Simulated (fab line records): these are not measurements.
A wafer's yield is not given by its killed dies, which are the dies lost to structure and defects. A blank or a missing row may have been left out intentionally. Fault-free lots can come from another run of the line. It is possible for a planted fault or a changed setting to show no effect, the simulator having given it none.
2 desks looking at one fault / flow gf180mcu / every desk sees just its own numbers, and what lay behind them comes last

METROLOGY DESK
Means of the sampled wafers that have a number, per lot and without regard to the tool the lot ran on: this is what the gauges read. The brackets show how far a lot's mean lies from the usual mean; more than 4 standard deviations puts the lot out of limits, marked OUT.
Columns: A = SALICIDE_TIN_THK at GF_SALICIDE_THK_MEAS_05, usual 19.98 nm; B = CONTACT_OVL at GF_CONTACT_OVL_MEAS_15, usual 2 nm; C = M1_ALCU_RS at GF_M1_RS_MEAS_05, usual 0.0695 ohm/sq; D = M1_ALCU_THK at GF_M1_THK_MEAS_06, usual 445 nm
lot=L203; first seen here=day 14 20:55; A=20.08; B=2; C=0.0698; D=444
lot=L204; first seen here=day 15 08:25; A=19.95; B=4; C=0.0708; D=437
lot=L205; first seen here=day 15 16:16; A=19.65; B=-4; C=0.0689; D=448
lot=L207; first seen here=day 16 09:00; A=20.07; B=11; C=0.0689; D=446
lot=L208; first seen here=day 16 15:28; A=20.03; B=2; C=0.0692; D=447
lot=L210; first seen here=day 17 23:55; A=19.93; B=-2; C=0.0712; D=438
lot=L213; first seen here=day 19 16:16; A=19.95; B=2; C=0.0702; D=443
lot=L216; first seen here=day 20 05:16; A=20.00; B=8; C=0.0771 (+8.3) OUT; D=401 (-7.5) OUT
lot=L218; first seen here=day 20 21:32; A=20.33; B=-3; C=0.0780 (+9.3) OUT; D=395 (-8.5) OUT
lot=L221; first seen here=day 21 14:25; A=19.73; B=-5; C=0.0680; D=453
lot=L224; first seen here=day 22 12:19; A=19.96; B=-1; C=0.0694; D=445
lot=L226; first seen here=day 23 04:45; A=19.75; B=-1; C=0.0695; D=446
This desk's result: L216, L218 out of limits, first on L216 (M1_ALCU_RS at GF_M1_RS_MEAS_05), day 21 07:39. L203, L204, L205, L207, L208, L210, L213, L221, L224, L226: within limits.

AT THE TOOL OWNER'S DESK: pvd sputter-04
The tool's own readings at GF_M1_SPUTTER_02 (material AlCu, target thk 450 nm, time 23.9 s): means of the sampled wafers that have a number, for each lot that ran on this tool. The brackets show how far a lot's mean lies from the usual mean; more than 4 standard deviations puts the lot out of limits, marked OUT.
Columns: A = throttle valve pct at GF_M1_SPUTTER_02, usual 30.2 %
lot=L205; first seen here=day 16 17:01; A=30.1
lot=L207; first seen here=day 17 09:41; A=30.3
lot=L208; first seen here=day 17 16:17; A=30.3
lot=L216; first seen here=day 21 07:34; A=30.1
lot=L218; first seen here=day 21 23:51; A=30.3
This desk found nothing out of limits on any of the 5 lots.

TAKEN TOGETHER
L216, L218 would have let the metrology desk raise an alarm at day 21 07:39.
The tool owner's desk saw nothing out of limits.
The tool owner's desk has L216, L218 on record, within its limits.
GF_M1_SPUTTER_02 was run on pvd sputter-04 by each of the lots named.

WHAT THE SIMULATOR HAD PUT IN
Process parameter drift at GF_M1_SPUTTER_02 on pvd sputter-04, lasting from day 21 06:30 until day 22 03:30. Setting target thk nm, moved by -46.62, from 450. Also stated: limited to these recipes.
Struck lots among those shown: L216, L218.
Hours from the fault's start to each desk's first reading out of limits: the metrology desk, 1.
